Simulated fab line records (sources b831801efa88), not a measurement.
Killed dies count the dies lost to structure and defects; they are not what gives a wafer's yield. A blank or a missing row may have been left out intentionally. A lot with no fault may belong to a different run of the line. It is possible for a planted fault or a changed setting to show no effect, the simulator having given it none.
A struck lot beside a sound one + flow gf180mcu + 23 out of 602 route steps
Sound: wafers L331.2, L331.4, L331.6. Struck: wafer L340.4. (L340.6 of the same lot was not struck and is left out.) The cause comes at the end.
Each step with rows lists, per side, the tool, then ch with its chambers, then its first start. Under that, the readings that differ: sound wafers + struck wafers + difference of the means + sigmas: that difference in standard deviations of wafers without a fault.
alike: same words and numbers on both sides, and readings whose means sit less than 2 such deviations apart. not compared: any withheld reading, any reading some wafer has no value for, any bound like >300 that may hide the same value, and any number with overlapping values for which the record gives no deviation.
Wherever a step has rows on one side only, a row that says differs or no value, or a row with sigmas, the two part there. Numbers that have no deviation but don't overlap get no sigmas and don't part them. A reading that every wafer of one side lacks parts them only if that side has two wafers or more.

first, 2 steps without rows for these wafers: GF_HV_LDD_PEB_29; GF_HV_LDD_DEVELOP_30 (develop time 60 s).
GF_HV_LDD_CD_MEAS_31: the cd target is 400 nm.
  struck on cdSem-01, day 17 03:02; sound on cdSem-02, day 14 05:44
  alike: cdNm
GF_HV_LDD_OVL_MEAS_32:
  struck on overlay-01, day 17 03:07; sound on overlay-01, day 14 05:53
| reading            | sound        | struck | difference | sigmas |
|--------------------|--------------|--------|------------|--------|
| HV_LDD_02_OVL (nm) | 0.5 -0.4 0.3 | -3.0   | -3.1       | -2     |
then, 4 steps without rows for these wafers: GF_HV_LDD_IMPLANT_33; GF_HV_LDD_IMPLANT_34; GF_HV_LDD_IMPLANT_35; GF_HV_LDD_IMPLANT_36.
GF_HV_LDD_STRIP_37: strips in O2/N2.
  sound on plasmaAsher-04 ch 0,1, day 14 06:31; struck on plasmaAsher-01 ch 0, day 17 03:46
| reading          | sound       | struck | difference | sigmas |
|------------------|-------------|--------|------------|--------|
| heaterPowerW (W) | 326 336 327 | 261    | -69        | -3     |
  alike: drypumpMotorCurrentA, oesProductAu, stripTimeToEndpointS
  not compared: rfHoursCounterH
GF_HV_LDD_TW_MEAS_38:
  struck on filmMetro-01, day 17 03:52; sound on filmMetro-03, day 14 06:38
  alike: HV_LDD_3_TW
then, 2 steps without rows for these wafers: GF_HV_LDD_DEHYDRATE_39 (time 60 s); GF_HV_LDD_HMDS_40 (prime time 60 s).
GF_HV_LDD_COAT_41: resist thk 1000 nm.
  sound on lithoTrack-02 ch 0, day 14 16:50; struck on lithoTrack-01 ch 0, day 17 15:28
| reading                                    | sound            | struck | difference | sigmas |
|--------------------------------------------|------------------|--------|------------|--------|
| model.NOVOLAK_of_HV_LDD_COAT_41.thkNm (nm) | 1001 997.2 998.3 | 343    | -656       |        |
then, 3 steps without rows for these wafers: GF_HV_LDD_SOFTBAKE_42 (time 60 s); GF_HV_LDD_EXPOSE_43 (exposes mask Pplus HV AREA, target cd 400 nm); GF_HV_LDD_PEB_44.
GF_HV_LDD_DEVELOP_45: develop time 60 s.
  sound on lithoTrack-02 ch 0, day 15 03:23; struck on lithoTrack-02 ch 0, day 18 02:56
| reading                                    | sound            | struck | difference | sigmas |
|--------------------------------------------|------------------|--------|------------|--------|
| model.NOVOLAK_of_HV_LDD_COAT_41.thkNm (nm) | 1001 996.7 997.9 | 342.6  | -655.9     |        |
GF_HV_LDD_CD_MEAS_46: the cd target is 400 nm.
  struck on cdSem-02, day 18 03:04; sound on cdSem-01, day 15 03:31
| reading   | sound             | struck | difference | sigmas |
|-----------|-------------------|--------|------------|--------|
| cdNm (nm) | 399.9 399.1 398.9 | 499.4  | +100.1     | +48    |
GF_HV_LDD_OVL_MEAS_47:
  struck on overlay-02, day 18 03:08; sound on overlay-02, day 15 03:39
  alike: HV_LDD_03_OVL
next, for these wafers, 1 step has no rows: GF_HV_LDD_IMPLANT_48.
GF_HV_LDD_STRIP_49: strips in O2/N2.
  sound on plasmaAsher-01 ch 0,1, day 15 03:50; struck on plasmaAsher-03 ch 1, day 18 03:20
| reading                  | sound             | struck | difference | sigmas      |
|--------------------------|-------------------|--------|------------|-------------|
| oesProductAu (a.u.)      | 0.716 0.720 0.713 | 0.436  | -0.280     | -56         |
| stripTimeToEndpointS (s) | 12.64 12.59 12.62 | 4.68   | -7.94      | -99 or more |
  alike: drypumpMotorCurrentA, heaterPowerW
  not compared: rfHoursCounterH
GF_HV_LDD_TW_MEAS_50:
  struck on filmMetro-03, day 18 03:26; sound on filmMetro-01, day 15 03:56
  alike: HV_LDD_4_TW
next, for these wafers, 1 step has no rows: GF_PASSIVATION_PROBE_99.

## WHERE THEY PART
Last at GF_HV_LDD_STRIP_49 as far as this record goes, first at GF_HV_LDD_OVL_MEAS_32. Later steps at which nothing parts them and some readings are alike: GF_HV_LDD_TW_MEAS_50.

WHY: what had been put in by the simulator
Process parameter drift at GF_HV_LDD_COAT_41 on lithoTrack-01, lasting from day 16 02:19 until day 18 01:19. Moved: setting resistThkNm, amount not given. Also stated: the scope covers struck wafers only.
